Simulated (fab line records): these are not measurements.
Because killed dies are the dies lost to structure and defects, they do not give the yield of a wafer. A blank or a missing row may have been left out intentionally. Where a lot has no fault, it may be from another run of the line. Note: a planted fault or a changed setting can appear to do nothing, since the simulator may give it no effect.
fab line records	flow sky130
record lots=6	wafers=18	lastDay=49
route steps=708 shown CONTACT@418 PAD_OPEN@708
lots that met no fault: from a run of the same line without faults
startH: the number of hours between the record's first day and the start of the first shown wafer of the lot	waitH: hours from the lot's prior step to this one	" identical to the entry in the row above	L1.1+2: a row that stands for several wafers	- no value, or no start given	* or withheld: withheld	< > ~ a bound
route shown NAME@n: a module of which the file shows steps, and the number in the route of the first	usual: the fault-free wafers' mean and standard deviation	same: alike in all rows	chamber/n: place in a boat	sites: readings site by site	_std_site: the standard deviation of these	_edge_site: mean of outer sites minus mean of inner sites	radiusMm: how far each site lies from the wafer's centre	mask NAME#n: copy n	behind: the tool/chamber that last shaped the wafer	hold: what put the lot on hold/how long, in hours/how the hold closed	device: names the non-switching transistor (n, p or np)	end of line: tests of these same wafers at the route's end	a step with no rows: only its recipe	killed: dies that structure and defects cost at the first sort, which is not the same as the wafer's yield	map: a wafer's dies, marking killed ones x, the rest . and places with no die _
set.NAME: the setting as run; set.NAME@STEP: as run at that earlier step	model.NAME: the simulator's own value behind a step, which no gauge read
a table for each step, a row for each wafer; lots at some steps of the route
services: from which hour (startH, from the record's first day; less than 0 if before it) a tool's chamber was out of use, for how many hours, and why
## steps
# step SKY_CONTACT_PEB_12
# recipe pebTempC=withheld	pebTimeS=withheld	resist=KrF-thick
# step SKY_CONTACT_DEVELOP_13
# recipe developTimeS=60	resist=KrF-thick	devTempC=21
# step SKY_CONTACT_CD_MEAS_14
# recipe targetCdNm=170
# usual cdNm=169.9/1.5
lot.wafer	tool	chamber	startH	waitH	cdNm
L202.1	cdSem-01	-	734.72	-	169.8
L202.4	"	-	"	"	170.8
L202.6	"	-	"	"	169.6
L206.1	cdSem-01	-	773.68	-	168.2
L206.3	"	-	"	"	171.2
L206.6	"	-	"	"	169.1
L214.4	cdSem-02	-	835.59	-	172.0
L214.5	"	-	"	"	172.0
L214.6	"	-	"	"	171.7
L216.3	cdSem-01	-	855.21	-	169.5
L216.5	"	-	"	"	169.5
L216.6	"	-	"	"	169.0
L217.1	cdSem-02	-	855.62	-	170.8
L217.2	"	-	"	"	171.0
L217.4	"	-	"	"	171.7
L221.1	cdSem-01	-	877.18	-	167.7
L221.5	"	-	"	"	168.0
L221.6	"	-	"	"	167.1
# step SKY_CONTACT_OVL_MEAS_15
# usual CONTACT_OVL=4/5.3
lot.wafer	tool	chamber	startH	waitH	CONTACT_OVL[nm]
L202.1	overlay-01	-	734.84	0.1	11
L202.4	"	-	"	"	9
L202.6	"	-	"	"	13
L206.1	overlay-01	-	773.80	0.1	9
L206.3	"	-	"	"	3
L206.6	"	-	"	"	5
L214.4	overlay-02	-	835.67	0.1	8
L214.5	"	-	"	"	0
L214.6	"	-	"	"	10
L216.3	overlay-02	-	855.30	0.1	2
L216.5	"	-	"	"	1
L216.6	"	-	"	"	8
L217.1	overlay-02	-	855.74	0.1	12
L217.2	"	-	"	"	6
L217.4	"	-	"	"	-1
L221.1	overlay-02	-	877.30	0.1	3
L221.5	"	-	"	"	6
L221.6	"	-	"	"	14
# step SKY_CONTACT_ETCH_16
# recipe chemistry=N2/H2	target=BARC	ionEnergyEv=200	sourceW=500	biasW=100	pressureMtorr=30	n2FlowSccm=100	h2FlowSccm=200	stopOn=SiO2	timeS=45.9	targetDepthA=600
# usual drypumpMotorCurrentA=5.8/0.38	oesProductAu=0.855/0.0049	throttleValvePct=13.225/0.008
lot.wafer	tool	chamber	startH	waitH	drypumpMotorCurrentA	oesProductAu	rfHoursCounterH	throttleValvePct
L202.1	rieDiel-04	2	734.88	0.0	6.0	0.866	0	13.225
L202.4	"	3	"	"	5.0	0.855	13	13.218
L202.6	"	3	"	"	5.0	0.847	-	13.231
L206.1	rieDiel-03	2	773.84	0.0	6.2	0.859	13	13.228
L206.3	"	0	"	"	6.3	0.855	31	13.239
L206.6	"	1	"	"	6.3	0.858	-	13.221
L214.4	rieDiel-02	2	835.69	0.0	5.8	0.863	6	13.241
L214.5	"	2	"	"	5.8	0.854	-	13.225
L214.6	"	3	"	"	6.0	0.851	-	13.231
L216.3	rieDiel-04	0	855.32	0.0	5.3	0.860	26	13.235
L216.5	"	0	"	"	5.3	0.841	-	13.218
L216.6	"	3	"	"	5.0	0.857	-	13.223
L217.1	rieDiel-02	1	855.78	0.0	5.7	0.857	23	13.230
L217.2	"	3	"	"	6.0	0.852	5	13.206
L217.4	"	2	"	"	5.8	0.854	7	13.207
L221.1	rieDiel-03	2	877.34	0.0	6.2	0.850	15	13.229
L221.5	"	3	"	"	6.0	0.860	-	13.218
L221.6	"	0	"	"	6.2	0.861	-	13.228
# step SKY_CONTACT_ETCH_17
# recipe target=SiO2	chemistry=C4F8/O2/Ar	stopOn=Si3N4	maskMaterial=KrF-thick	sourceW=1500	biasW=1200	pressureMtorr=40	c4f8FlowSccm=withheld	O2_flow_sccm=6	Ar_flow_sccm=300	timeS=withheld	targetDepthA=3400
# usual oesProductAu=0.891/0.0048
lot.wafer	tool	chamber	startH	waitH	oesProductAu
L202.1	rieDiel-04	2	734.92	0.0	0.884
L202.4	"	3	"	"	0.886
L202.6	"	3	"	"	0.897
L206.1	rieDiel-03	2	773.88	0.0	0.886
L206.3	"	0	"	"	0.902
L206.6	"	1	"	"	0.887
L214.4	rieDiel-02	2	835.73	0.0	0.896
L214.5	"	2	"	"	0.886
L214.6	"	3	"	"	0.897
L216.3	rieDiel-04	0	855.36	0.0	0.888
L216.5	"	0	"	"	0.892
L216.6	"	3	"	"	0.885
L217.1	rieDiel-02	1	855.82	0.0	0.888
L217.2	"	3	"	"	0.890
L217.4	"	2	"	"	0.892
L221.1	rieDiel-03	2	877.38	0.0	0.900
L221.5	"	3	"	"	0.899
L221.6	"	0	"	"	0.890
# step SKY_CONTACT_ETCH_18
# recipe target=Si3N4	chemistry=CHF3/O2	stopOn=TiN	sourceW=600	biasW=200	pressureMtorr=40	chf3FlowSccm=50	O2_flow_sccm=5	timeS=39	targetDepthA=750
# usual drypumpMotorCurrentA=5.8/0.38	oesProductAu=0.853/0.0093	throttleValvePct=8.793/0.0093
lot.wafer	tool	chamber	startH	waitH	drypumpMotorCurrentA	oesProductAu	rfHoursCounterH	throttleValvePct
L202.1	rieDiel-04	2	-	-	5.9	0.853	0	8.797
L202.4	"	3	"	"	5.0	0.868	13	8.780
L202.6	"	3	"	"	5.0	0.861	-	8.791
L206.1	rieDiel-03	2	-	-	6.2	0.850	13	8.800
L206.3	"	0	"	"	6.2	0.863	31	8.785
L206.6	"	1	"	"	6.3	0.848	-	8.792
L214.4	rieDiel-02	2	-	-	5.8	0.864	6	8.797
L214.5	"	2	"	"	5.8	0.865	-	8.791
L214.6	"	3	"	"	6.0	0.855	-	8.793
L216.3	rieDiel-04	0	-	-	5.3	0.856	26	8.790
L216.5	"	0	"	"	5.3	0.852	-	8.790
L216.6	"	3	"	"	5.0	0.847	-	8.789
L217.1	rieDiel-02	1	-	-	5.7	0.846	23	8.787
L217.2	"	3	"	"	6.0	0.862	5	8.795
L217.4	"	2	"	"	5.8	0.869	7	8.801
L221.1	rieDiel-03	2	-	-	6.2	0.856	15	8.807
L221.5	"	3	"	"	5.9	0.863	-	8.797
L221.6	"	0	"	"	6.2	0.844	-	8.795
# step SKY_CONTACT_STRIP_19
# recipe chemistry=O2/N2	powerW=1400	pressureMtorr=1500	platenTempC=withheld	o2FlowSccm=3000	n2FlowSccm=300	overashFraction=0.5
# usual drypumpMotorCurrentA=5.6/0.6	oesProductAu=0.381/0.005	stripTimeToEndpointS=3.62/0.043
lot.wafer	tool	chamber	startH	waitH	drypumpMotorCurrentA	oesProductAu	rfHoursCounterH	stripTimeToEndpointS
L202.1	plasmaAsher-02	0	735.01	-	6.3	0.381	30	3.59
L202.4	"	1	"	"	5.2	0.380	-	3.57
L202.6	"	1	"	"	5.2	0.375	-	3.57
L206.1	plasmaAsher-03	1	773.97	-	5.3	0.381	94	3.62
L206.3	"	0	"	"	5.8	0.373	-	3.64
L206.6	"	0	"	"	5.8	0.380	-	3.60
L214.4	plasmaAsher-02	1	835.85	-	5.2	0.387	-	3.64
L214.5	"	0	"	"	6.2	0.384	-	3.62
L214.6	"	1	"	"	5.2	0.381	-	3.71
L216.3	plasmaAsher-02	0	855.49	-	6.2	0.388	-	3.65
L216.5	"	1	"	"	5.2	0.373	-	3.64
L216.6	"	0	"	"	6.2	0.380	-	3.60
L217.1	plasmaAsher-04	1	855.91	-	4.7	0.380	12	3.65
L217.2	"	0	"	"	6.5	0.373	12	3.70
L217.4	"	1	"	"	4.7	0.389	-	3.64
L221.1	plasmaAsher-02	0	877.47	-	6.2	0.379	45	3.62
L221.5	"	0	"	"	6.2	0.384	-	3.59
L221.6	"	1	"	"	5.2	0.384	-	3.65
# step SKY_CONTACT_STRIP_20
# recipe chemistry=postEtchResidueRemover	timeS=1200	tempC=72.5
# step SKY_CONTACT_CLEAN_21
# recipe chemistry=IPA	timeS=180	tempC=25
# step SKY_CONTACT_CLEAN_22
# recipe chemistry=O3/DIW	dry=n2Spin
# step SKY_CONTACT_SPUTTER_23
# recipe material=TiN	targetThkNm=20	chamberPressurePa=5	powerW=4000	timeS=80
# usual throttleValvePct=30.0/1.1
lot.wafer	tool	chamber	startH	waitH	throttleValvePct
L202.1	pvdSputter-04	-	736.04	0.0	31.1
L202.4	"	-	"	"	27.4
L202.6	"	-	"	"	29.6
L206.1	pvdSputter-01	-	774.58	0.0	30.0
L206.3	"	-	"	"	31.4
L206.6	"	-	"	"	31.6
L214.4	pvdSputter-04	-	836.42	0.0	30.7
L214.5	"	-	"	"	29.5
L214.6	"	-	"	"	27.4
L216.3	pvdSputter-01	-	856.08	0.0	31.0
L216.5	"	-	"	"	31.2
L216.6	"	-	"	"	31.3
L217.1	pvdSputter-02	-	856.51	0.0	29.6
L217.2	"	-	"	"	29.8
L217.4	"	-	"	"	29.2
L221.1	pvdSputter-02	-	878.06	0.0	30.0
L221.5	"	-	"	"	30.1
L221.6	"	-	"	"	29.5
# step SKY_CONTACT_CVD_24
# recipe material=W	targetThkNm=340	timeS=102.12	tempC=400	pressureTorr=40
# usual chamberPressureTorr=40.01/0.087	heaterPowerW=876/60
lot.wafer	tool	chamber	startH	waitH	chamberPressureTorr	heaterPowerW	model.W_of_CONTACT_CVD_24.thkNm
L202.1	cvdW-02	0	736.10	0.0	39.94	939	351.9
L202.4	"	0	"	"	39.92	927	345.3
L202.6	"	1	"	"	40.17	781	343.5
L206.1	cvdW-02	1	774.64	0.0	39.95	780	344.1
L206.3	"	1	"	"	39.86	792	335.7
L206.6	"	0	"	"	39.93	930	347.5
L214.4	cvdW-02	0	836.52	0.1	35.30	942	325.9
L214.5	"	0	"	"	35.16	925	328.3
L214.6	"	1	"	"	39.90	757	347.7
L216.3	cvdW-01	1	856.18	0.1	40.04	848	338.3
L216.5	"	1	"	"	40.07	866	337.8
L216.6	"	0	"	"	40.12	918	333.7
L217.1	cvdW-02	1	856.57	0.0	39.88	788	340.7
L217.2	"	0	"	"	35.29	928	324.4
L217.4	"	1	"	"	39.94	798	342.5
L221.1	cvdW-01	1	878.12	0.0	40.07	874	333.4
L221.5	"	0	"	"	40.04	924	326.1
L221.6	"	1	"	"	39.98	835	332.2
# step SKY_CONTACT_RS_MEAS_25
# recipe thkMeasGauge=four-point-probe	reads=W_of_CONTACT_CVD_24+TiN_of_CONTACT_SPUTTER_23
# usual CONTACT_W_RS=0.338/0.0051
lot.wafer	tool	chamber	startH	waitH	CONTACT_W_RS[ohm/sq]
L202.1	filmMetro-04	-	736.21	0.1	0.326
L202.4	"	-	"	"	0.333
L202.6	"	-	"	"	0.334
L206.1	filmMetro-04	-	774.75	0.1	0.334
L206.3	"	-	"	"	0.341
L206.6	"	-	"	"	0.330
L214.4	filmMetro-02	-	836.65	0.1	0.353
L214.5	"	-	"	"	0.350
L214.6	"	-	"	"	0.330
L216.3	filmMetro-02	-	856.30	0.1	0.340
L216.5	"	-	"	"	0.341
L216.6	"	-	"	"	0.345
L217.1	filmMetro-01	-	856.68	0.1	0.337
L217.2	"	-	"	"	0.355
L217.4	"	-	"	"	0.336
L221.1	filmMetro-02	-	878.23	0.1	0.345
L221.5	"	-	"	"	0.352
L221.6	"	-	"	"	0.346
# step SKY_CONTACT_THK_MEAS_26
# recipe thkMeasGauge=xrf	reads=W_of_CONTACT_CVD_24
# usual CONTACT_W_THK=327/5.1
lot.wafer	tool	chamber	startH	waitH	CONTACT_W_THK[nm]
L202.1	filmMetro-04	-	736.33	0.1	340
L202.4	"	-	"	"	332
L202.6	"	-	"	"	331
L206.1	filmMetro-04	-	774.87	0.1	331
L206.3	"	-	"	"	325
L206.6	"	-	"	"	334
L214.4	filmMetro-02	-	836.74	0.1	315
L214.5	"	-	"	"	316
L214.6	"	-	"	"	339
L216.3	filmMetro-02	-	856.40	0.1	327
L216.5	"	-	"	"	327
L216.6	"	-	"	"	321
L217.1	filmMetro-01	-	856.80	0.1	330
L217.2	"	-	"	"	317
L217.4	"	-	"	"	333
L221.1	filmMetro-02	-	878.35	0.1	323
L221.5	"	-	"	"	316
L221.6	"	-	"	"	322
# step SKY_PAD_OPEN_PROBE_99
# usual killed_at_M0_to_M3=43/6.4	killed_at_M4_up=2.9/1.7	killedAtContacts=24/5	killedAtFrontEnd=15/4	killedAtOther=0.4/0.62	killedDies=86/9.3	killedOpen=47/6.8	killedShort=38/5.8
# same grossDies=492	killedAtBackSide=0
lot.wafer	tool	chamber	startH	waitH	killed_at_M0_to_M3	killed_at_M4_up	killedAtContacts	killedAtFrontEnd	killedAtOther	killedDies	killedOpen	killedShort
L214.6	prober-02	-	1150.59	0.2	42	2	23	18	0	85	43	41
L216.3	prober-02	-	1165.75	0.2	52	4	24	15	0	95	56	39
L216.5	prober-02	-	1165.85	0.2	54	5	24	17	0	100	49	51
L216.6	prober-02	-	1165.90	0.2	41	6	32	15	0	94	45	49
L217.1	prober-01	-	1166.97	0.1	51	2	22	9	1	85	44	40
L217.2	prober-01	-	1167.02	0.1	50	3	30	10	0	93	56	37
L217.4	prober-01	-	1167.12	0.2	53	2	24	11	1	91	50	40
# killed by level:class
L214.6 CONTACT:geometricParticle:open=9 VIA1:geometricParticle:open=9 METAL2:geometricParticle:short=7 FIELD_ISO:geometricParticle:short=6 VIA3:geometricParticle:open=6 VIA2:geometricParticle:open=6 METAL1:geometricParticle:short=5 POLY_GATE:geometricParticle:short=4
L216.3 VIA1:geometricParticle:open=14 CONTACT:geometricParticle:open=10 FIELD_ISO:geometricParticle:short=7 METAL1:geometricParticle:short=7 LI_CONTACT:geometricParticle:open=6 METAL2:geometricParticle:short=6 CONTACT:geometricParticle:short=5 FIELD_ISO:geometricParticle:open=4
L216.5 VIA2:geometricParticle:open=9 CONTACT:geometricParticle:open=8 METAL1:geometricParticle:short=8 VIA1:geometricParticle:short=6 VIA1:geometricParticle:open=6 FIELD_ISO:geometricParticle:open=5 FIELD_ISO:geometricParticle:short=5 METAL3:geometricParticle:short=5
L216.6 VIA1:geometricParticle:open=14 CONTACT:geometricParticle:open=10 FIELD_ISO:geometricParticle:short=8 LI_CONTACT:geometricParticle:short=8 LI_CONTACT:geometricParticle:open=6 LOCAL_INTERCONNECT:geometricParticle:short=5 METAL1:geometricParticle:short=5 VIA1:geometricParticle:short=4
L217.1 VIA1:geometricParticle:open=14 CONTACT:geometricParticle:open=10 CONTACT:geometricParticle:short=7 VIA3:geometricParticle:open=7 VIA2:geometricParticle:short=6 VIA1:geometricParticle:short=5 METAL2:geometricParticle:open=5 VIA3:geometricParticle:short=4
L217.2 CONTACT:geometricParticle:open=13 VIA1:geometricParticle:open=11 VIA2:geometricParticle:open=9 VIA3:geometricParticle:open=9 LI_CONTACT:geometricParticle:open=7 METAL1:geometricParticle:short=7 CONTACT:geometricParticle:short=6 VIA1:geometricParticle:short=5
L217.4 VIA1:geometricParticle:open=13 CONTACT:geometricParticle:open=12 VIA2:geometricParticle:open=9 VIA1:geometricParticle:short=8 VIA3:geometricParticle:open=7 LOCAL_INTERCONNECT:geometricParticle:short=5 METAL1:geometricParticle:short=5 LI_CONTACT:geometricParticle:short=4
## services
tool	chamber	startH	hours	kind
plasmaAsher-02	-	718.73	1.0	repair
plasmaAsher-04	-	733.75	9.0	pm
rieDiel-03	3	739.36	-	clean
rieDiel-03	3	739.36	23.0	scheduledDown
rieDiel-03	3	739.36	23.0	ventCycle
rieDiel-02	2	739.39	3.7	repair
cvdW-01	0	739.61	6.1	repair
rieDiel-03	0	750.57	6.8	repair
pvdSputter-04	-	751.78	2.7	repair
plasmaAsher-03	-	765.19	2.8	pm
rieDiel-03	1	781.92	-	clean
rieDiel-03	1	781.92	27.9	scheduledDown
rieDiel-03	1	781.92	27.9	ventCycle
plasmaAsher-04	-	784.45	4.2	repair
rieDiel-03	2	802.65	51.1	repair
rieDiel-04	1	847.79	16.5	repair
rieDiel-02	3	848.95	6.5	repair
rieDiel-03	0	853.73	-	clean
rieDiel-03	0	853.73	14.1	scheduledDown
rieDiel-03	0	853.73	14.1	ventCycle
pvdSputter-02	-	853.85	2.6	repair
pvdSputter-02	-	855.79	0.5	repair
cvdW-02	1	868.27	5.9	repair
cvdW-01	-	868.61	3.2	repair
## key
firstSign step=SKY_CONTACT_CVD_24	reading=chamberPressureTorr	direction=down	sigmas=55	usual=40.01	struck=35.25
effect step=SKY_CONTACT_RS_MEAS_25	reading=CONTACT_W_RS	direction=up	sigmas=2.8	usual=0.338	struck=0.352
effect step=SKY_CONTACT_THK_MEAS_26	reading=CONTACT_W_THK	direction=down	sigmas=2.2	usual=327	struck=316
modelEffect step=SKY_CONTACT_CVD_24	value=W_of_CONTACT_CVD_24.thkNm	without=347.3	struck=326.2
metAt SKY_CONTACT_CVD_24
struckWafers L214.4,L214.5,L217.2
testerLeftOut L214,L217
onsetBetween 774.64 836.52
fault kind=processParameterDrift	tool=cvdW-02	chamber=0	onsetH=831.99	steps=SKY_CONTACT_CVD_24	channel=pressureTorr	offset=-4.7649	shape=step	endH=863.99	actsIn=theseRecipesOnly	stated=40
# testerLeftOut: of these lots the tester's yield and bins aren't shown, on N5 and GAA mostly nor the transistor test; their killed dies are dies lost to structure and defects alone, not to doping, threshold or leakage, so they don't give the yield
